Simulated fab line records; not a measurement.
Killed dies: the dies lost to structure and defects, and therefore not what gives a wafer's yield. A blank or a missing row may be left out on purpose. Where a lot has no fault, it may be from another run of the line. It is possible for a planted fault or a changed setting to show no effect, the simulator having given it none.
A single fault, viewed from 2 desks / flow gf180mcu / what lay behind the numbers comes last; until then each desk has only its own

THE METROLOGY DESK
Lot by lot, what the gauges showed, no matter which tool ran the lot: averages of those sampled wafers that carry a number. If a lot's mean is further than 4 standard deviations from the usual mean, the lot is out of limits and carries the mark OUT (the distance appears in the brackets).
Columns: A = MVSD_RS at GF_VT_IMPLANT_RS_MEAS_46, usual 456.7 ohm/sq; B = CONTACT_OVL at GF_CONTACT_OVL_MEAS_15, usual -1 nm
lot=L286; first seen here=day 7 06:16; A=457.2; B=-4
lot=L288; first seen here=day 8 16:10; A=456.9; B=2
lot=L289; first seen here=day 8 18:05; A=456.9; B=1
lot=L290; first seen here=day 8 23:00; A=455.6; B=-5
lot=L292; first seen here=day 9 03:13; A=454.8; B=-1
lot=L294; first seen here=day 9 21:29; A=456.6; B=8
lot=L295; first seen here=day 10 08:22; A=457.2; B=1
lot=L299; first seen here=day 11 08:31; A=456.3; B=2
lot=L302; first seen here=day 12 10:46; A=439.8 (-15) OUT; B=2
lot=L304; first seen here=day 12 17:29; A=440.4 (-15) OUT; B=-5
lot=L305; first seen here=day 13 02:55; A=457.4; B=1
lot=L306; first seen here=day 13 09:44; A=456.9; B=3
lot=L307; first seen here=day 13 17:19; A=457.0; B=-5
lot=L309; first seen here=day 14 04:27; A=455.3; B=2
This desk finds L302, L304 out of limits, with the earliest case on L302 at day 12 10:46 (MVSD_RS at GF_VT_IMPLANT_RS_MEAS_46). L286, L288, L289, L290, L292, L294, L295, L299, L305, L306, L307, L309: within limits.

DESK OF THE TOOL OWNER: implanter-01
The tool's own readings at GF_MVSD_IMPLANT_09: means of the sampled wafers that have a number, for each lot that ran on this tool. If a lot's mean is further than 4 standard deviations from the usual mean, the lot is out of limits and carries the mark OUT (the distance appears in the brackets).
Columns: A = beamOnS at GF_MVSD_IMPLANT_09, usual 9.96 s; B = faradayCurrentUA at GF_MVSD_IMPLANT_09, usual 28.3
lot=L289; first seen here=day 5 09:39; A=10.04; B=28.1
lot=L295; first seen here=day 6 17:30; A=9.99; B=28.3
lot=L302; first seen here=day 8 13:23; A=12.66 (+15) OUT; B=22.3 (-12) OUT
lot=L304; first seen here=day 8 21:06; A=12.42 (+14) OUT; B=22.7 (-11) OUT
This desk's finding: out of limits on L302, L304; first on L302, day 8 13:23 (beamOnS at GF_MVSD_IMPLANT_09). L289, L295: within limits.

TAKEN TOGETHER
On L302, L304, at day 8 13:23, an alarm was possible from the tool owner's desk.
Metrology desk: alarm possible at day 12 10:46 on L302, L304.
GF_MVSD_IMPLANT_09 was run on implanter-01 by each of the lots named.

WHAT THE SIMULATOR HAD PUT IN
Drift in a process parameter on implanter-01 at GF_MVSD_IMPLANT_09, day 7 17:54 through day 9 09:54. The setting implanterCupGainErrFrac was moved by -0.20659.
Struck lots among those shown: L302, L304.
Hours from the fault's start to each desk's first reading out of limits: the tool owner's desk, 19; the metrology desk, 113.
